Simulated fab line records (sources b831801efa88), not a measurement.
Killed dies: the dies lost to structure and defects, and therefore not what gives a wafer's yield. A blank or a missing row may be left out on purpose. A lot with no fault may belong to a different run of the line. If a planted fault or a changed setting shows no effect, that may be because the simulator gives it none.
The tool behind it: which one? -- flow sky130 -- 24 lots with 72 wafers sampled at 5 steps, on a route of 708 steps

## WHAT THE GAUGES SHOWED, per wafer
SKY_VIA2_THK_MEAS_01. Usual: for VIA2_HDPCVD_THK the level is 1179 nm and the standard deviation is 12.
lot,measured,on,VIA2_HDPCVD_THK (nm),flag
L074,day 36 01:43,film_metro-03,1187 1195 1202,
L075,day 36 12:56,film_metro-02,1159 1158 1150,
L076,day 36 15:08,film_metro-04,1163 1150 1177,
L077,day 37 03:52,film_metro-02,1181 1191 1166,
L078,day 37 12:14,film_metro-03,1183 1181 1195,
L079,day 37 13:23,film_metro-02,1167 1193 1188,
L080,day 37 19:40,film_metro-02,1166 1169 1192,
L081,day 38 11:56,film_metro-03,1184 1155 1180,
L082,day 38 17:05,film_metro-03,1171 1178 1162,
L083,day 39 02:12,film_metro-02,1193 1182 1197,
L084,day 39 07:14,film_metro-02,1187 1178 1188,
L085,day 39 15:31,film_metro-04,1175 1177 1174,
L086,day 39 17:43,film_metro-03,1176 1176 1184,
L087,day 40 00:56,film_metro-02,1180 1176 1176,
L088,day 40 13:08,film_metro-02,1157 1175 1169,
L089,day 40 18:06,film_metro-04,1191 1204 1205,
L090,day 41 07:11,film_metro-03,1186 1188 1194,
L091,day 41 12:12,film_metro-03,1188 1194 1192,
L092,day 41 12:32,film_metro-04,1178 1191 1197,
L093,day 41 18:34,film_metro-03,1167 1171 1172,
L094,day 42 02:23,film_metro-03,1181 1180 1174,
L095,day 42 10:51,film_metro-02,1170 1177 1181,
L096,day 42 12:25,film_metro-04,1171 1170 1171,
L097,day 42 16:19,film_metro-04,1182 1171 1193,

SKY_VIA2_CD_MEAS_12: the cd target is 200 nm. Usual: cd_nm 199.8 nm, standard deviation 1.6.
lot,measured,on,cd_nm (nm),flag
L074,day 37 04:53,cd_sem-02,197.4 198.0 198.4,
L075,day 37 15:34,cd_sem-01,197.9 197.1 197.2,
L076,day 37 17:33,cd_sem-02,202.4 200.1 199.4,
L077,day 38 07:15,cd_sem-01,201.7 200.3 201.9,
L078,day 38 14:52,cd_sem-02,201.3 201.8 201.8,
L079,day 38 16:13,cd_sem-01,199.1 197.0 199.0,
L080,day 38 22:23,cd_sem-01,203.3 201.4 202.1,
L081,day 39 13:38,cd_sem-02,199.0 200.0 199.5,
L082,day 39 19:21,cd_sem-02,200.7 201.3 201.4,
L083,day 40 03:31,cd_sem-02,199.1 198.5 198.3,
L084,day 40 09:13,cd_sem-02,198.8 198.4 198.5,
L085,day 40 16:13,cd_sem-01,201.0 202.0 200.3,
L086,day 40 18:38,cd_sem-01,201.4 202.7 201.0,
L087,day 41 01:58,cd_sem-01,200.1 199.9 200.6,
L088,day 41 14:20,cd_sem-02,198.6 200.0 199.8,
L089,day 41 19:25,cd_sem-02,200.2 201.4 201.5,
L090,day 42 08:07,cd_sem-01,199.2 199.2 199.2,
L091,day 42 12:45,cd_sem-01,201.1 200.8 199.4,
L092,day 42 13:40,cd_sem-02,197.7 197.9 197.1,
L093,day 42 19:22,cd_sem-02,199.1 198.6 198.6,
L094,day 43 02:03,cd_sem-01,197.0 196.7 198.0,
L095,day 43 10:31,cd_sem-02,200.5 199.7 201.4,
L096,day 43 12:08,cd_sem-02,199.4 198.0 199.9,
L097,day 43 15:55,cd_sem-01,200.2 199.0 200.2,

SKY_METAL4_OVL_MEAS_14. Usual: for METAL4_OVL the level is 3 nm and the standard deviation is 4.5.
lot,measured,on,METAL4_OVL (nm),flag
L074,day 42 19:50,overlay-02,2 3 1,
L075,day 43 05:16,overlay-02,-4 0 -7,
L076,day 43 03:56,overlay-02,-3 -3 4,
L077,day 43 17:52,overlay-01,-2 7 8,
L078,day 44 00:35,overlay-02,5 7 4,
L079,day 44 02:28,overlay-02,5 5 6,
L080,day 44 07:33,overlay-01,10 13 4,
L081,day 44 20:18,overlay-02,10 3 3,
L082,day 45 01:35,overlay-02,0 11 0,
L083,day 45 07:40,overlay-02,1 11 3,
L084,day 45 14:13,overlay-01,11 8 4,
L085,day 45 20:08,overlay-01,8 8 1,
L086,day 45 20:47,overlay-02,-8 4 0,
L087,day 46 07:04,overlay-01,3 5 0,
L088,day 46 15:21,overlay-01,7 9 5,
L089,day 46 20:16,overlay-01,4 1 6,
L090,day 47 06:38,overlay-02,-1 -2 -3,
L091,day 47 12:23,overlay-02,9 1 3,
L092,day 47 12:45,overlay-01,9 10 9,
L093,day 47 16:38,overlay-01,3 1 0,
L094,day 47 23:08,overlay-02,2 0 1,
L095,day 48 06:17,overlay-02,7 6 9,
L096,day 48 07:11,overlay-02,0 -2 7,
L097,day 48 10:46,overlay-02,9 3 7,

## WHAT TOOL EACH LOT RAN ON (gives the tool, then ch and the chambers of the sampled wafers, and finally the start)
lot,SKY_METAL4_SPUTTER_00,SKY_CAP2M_CVD_00
L074,"pvd_sputter-04, day 40 17:23","pecvd-02 ch 1,2, day 40 17:32"
L075,"pvd_sputter-02, day 41 03:53","pecvd-01 ch 0,2, day 41 04:02"
L076,"pvd_sputter-02, day 41 03:11","pecvd-01 ch 0,1,2, day 41 03:20"
L077,"pvd_sputter-02, day 41 17:23","pecvd-02 ch 0,1, day 41 17:32"
L078,"pvd_sputter-02, day 41 23:47","pecvd-01 ch 0,2, day 41 23:56"
L079,"pvd_sputter-04, day 42 02:19","pecvd-04 ch 0,1,2, day 42 02:28"
L080,"pvd_sputter-01, day 42 06:35","pecvd-01 ch 1,2, day 42 06:44"
L081,"pvd_sputter-02, day 42 21:53","pecvd-01 ch 0,1,2, day 42 22:03"
L082,"pvd_sputter-01, day 43 02:33","pecvd-02 ch 0,2, day 43 02:43"
L083,"pvd_sputter-04, day 43 08:53","pecvd-04 ch 1,2, day 43 09:02"
L084,"pvd_sputter-02, day 43 16:07","pecvd-01 ch 0,2, day 43 16:16"
L085,"pvd_sputter-01, day 43 22:25","pecvd-02 ch 0,1,2, day 43 22:34"
L086,"pvd_sputter-02, day 43 22:44","pecvd-01 ch 1,2, day 43 22:54"
L087,"pvd_sputter-01, day 44 09:13","pecvd-04 ch 0,2, day 44 09:22"
L088,"pvd_sputter-04, day 44 18:29","pecvd-02 ch 1,2, day 44 18:39"
L089,"pvd_sputter-02, day 44 23:25","pecvd-02 ch 1,2, day 44 23:34"
L090,"pvd_sputter-01, day 45 10:10","pecvd-04 ch 0,1, day 45 10:19"
L091,"pvd_sputter-04, day 45 16:08","pecvd-02 ch 0,1,2, day 45 16:17"
L092,"pvd_sputter-04, day 45 17:26","pecvd-04 ch 1,2, day 45 17:35"
L093,"pvd_sputter-02, day 45 20:34","pecvd-01 ch 0,2, day 45 20:43"
L094,"pvd_sputter-01, day 46 03:32","pecvd-02 ch 0,1,2, day 46 03:41"
L095,"pvd_sputter-02, day 46 12:25","pecvd-04 ch 0,1,2, day 46 12:35"
L096,"pvd_sputter-01, day 46 12:53","pecvd-01 ch 0,1,2, day 46 13:02"
L097,"pvd_sputter-02, day 46 17:19","pecvd-01 ch 0,1,2, day 46 17:28"
- SKY_METAL4_SPUTTER_00: material Ti, target thk 15 nm, time 10 s.
- SKY_CAP2M_CVD_00: deposits SiO2, target thk 15.5 nm.

## WHAT THE TOOLS THEMSELVES READ (means of the sampled wafers that have a number; where no wafer has one, the mark that the record gives instead)
SKY_METAL4_SPUTTER_00. Usual: cathode_dc_power_W 3000.0 W, standard deviation 0.54; throttle_valve_pct 29.6 %, standard deviation 1.
lot,tool,cathode_dc_power_W (W),throttle_valve_pct (%),flag
L074,pvd_sputter-04,2999.6,28.9,
L075,pvd_sputter-02,2999.6,28.7,
L076,pvd_sputter-02,3000.2,28.7,
L077,pvd_sputter-02,2999.9,28.1,
L078,pvd_sputter-02,3000.1,29.5,
L079,pvd_sputter-04,2999.6,29.2,
L080,pvd_sputter-01,3000.0,30.3,
L081,pvd_sputter-02,3000.2,28.5,
L082,pvd_sputter-01,2999.9,30.4,
L083,pvd_sputter-04,2999.9,29.8,
L084,pvd_sputter-02,2999.6,28.7,
L085,pvd_sputter-01,2999.9,30.6,
L086,pvd_sputter-02,2999.8,29.3,
L087,pvd_sputter-01,3000.1,30.4,
L088,pvd_sputter-04,3000.1,29.4,
L089,pvd_sputter-02,3000.0,28.7,
L090,pvd_sputter-01,3000.0,30.2,
L091,pvd_sputter-04,3000.3,30.0,
L092,pvd_sputter-04,2999.9,30.0,
L093,pvd_sputter-02,2999.8,29.2,
L094,pvd_sputter-01,2999.1,30.8,
L095,pvd_sputter-02,3000.6,29.3,
L096,pvd_sputter-01,3000.0,30.7,
L097,pvd_sputter-02,3000.5,28.0,

SKY_CAP2M_CVD_00. Usual: heater_power_w 707 W, standard deviation 63.
lot,tool,heater_power_w (W),flag
L074,pecvd-02,648,
L075,pecvd-01,706,
L076,pecvd-01,712,
L077,pecvd-02,725,
L078,pecvd-01,726,
L079,pecvd-04,768,
L080,pecvd-01,790,
L081,pecvd-01,746,
L082,pecvd-02,684,
L083,pecvd-04,657,
L084,pecvd-01,689,
L085,pecvd-02,679,
L086,pecvd-01,778,
L087,pecvd-04,673,
L088,pecvd-02,656,
L089,pecvd-02,693,
L090,pecvd-04,759,
L091,pecvd-02,694,
L092,pecvd-04,657,
L093,pecvd-01,716,
L094,pecvd-02,668,
L095,pecvd-04,727,
L096,pecvd-01,733,
L097,pecvd-01,703,

## THE ANSWER, worked out from the rows above alone
Rule: lot off if the mean of its wafers having a number is beyond 3 standard deviations from the usual mean. Also off: a lot with no number at a reading for which 4 or more lots have one. All remaining lots with rows at the step are treated as sound. First the gauges in route order, then the tools' own readings, where a lot's mean is used as printed above. At the first step where some lot is off, the reading lying furthest off is the one used; lots without a number count as furthest.
None of the lots is off at any reading shown; this tells nothing.

## WHAT HAD BEEN PUT IN BY THE SIMULATOR
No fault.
